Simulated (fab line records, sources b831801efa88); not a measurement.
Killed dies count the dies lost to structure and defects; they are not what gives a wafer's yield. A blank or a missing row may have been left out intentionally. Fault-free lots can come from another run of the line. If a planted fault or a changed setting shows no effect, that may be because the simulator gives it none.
Which tool was responsible?    flow gf180mcu    Sampling: 6 lots, 17 wafers, 2 of 602 route steps

## WHAT EACH GAUGE READ, for each wafer
GF_HV_LDD_OVL_MEAS_08.
lot   measured      on          HV_LDD_OVL (nm)
L798  day 10 20:49  overlay-01  0.0 -1.6 -3.8
L806  day 12 14:50  overlay-01  0.3 0.7
L811  day 14 06:43  overlay-01  -0.8 1.5 0.2
L815  day 15 09:58  overlay-02  0.0 1.8 2.3
L817  day 16 04:40  overlay-01  -0.4 -0.8 -0.7
L819  day 16 17:01  overlay-01  0.2 -0.5 -1.9

## TOOL THAT RAN EACH LOT (tool first, then ch and the chambers of the sampled wafers, then the start)
lot   GF_POLY_GATE_STRIP_14
L798  plasma-asher-02 ch 0,1, day 10 01:27
L806  plasma-asher-01 ch 0,1, day 11 17:45
L811  plasma-asher-01 ch 0,1, day 13 07:25
L815  plasma-asher-01 ch 0,1, day 14 11:40
L817  plasma-asher-04 ch 0,1, day 15 04:33
L819  plasma-asher-02 ch 0,1, day 15 17:28
- GF_POLY_GATE_STRIP_14: strips in O2/N2.

## THE ANSWER, worked out from the rows above alone
Rule: what is usual is taken from the lots themselves. The widest of any qualifying gaps counts: lots, ordered by their means at a reading, are off when they make up no more than a third of the lots, leave a main group of 4 or more, and stand apart from it by 3 or more times the standard deviation of that group's means. Not used: any main group whose means are identical at the precision the tables above print for the reading. Also off: a lot with no number at a reading for which 4 or more lots have one. Any other lot the step has rows for is counted as sound.
Nothing can be told from this: no lot is off at any reading shown.

## WHAT THE SIMULATOR HAD INSERTED
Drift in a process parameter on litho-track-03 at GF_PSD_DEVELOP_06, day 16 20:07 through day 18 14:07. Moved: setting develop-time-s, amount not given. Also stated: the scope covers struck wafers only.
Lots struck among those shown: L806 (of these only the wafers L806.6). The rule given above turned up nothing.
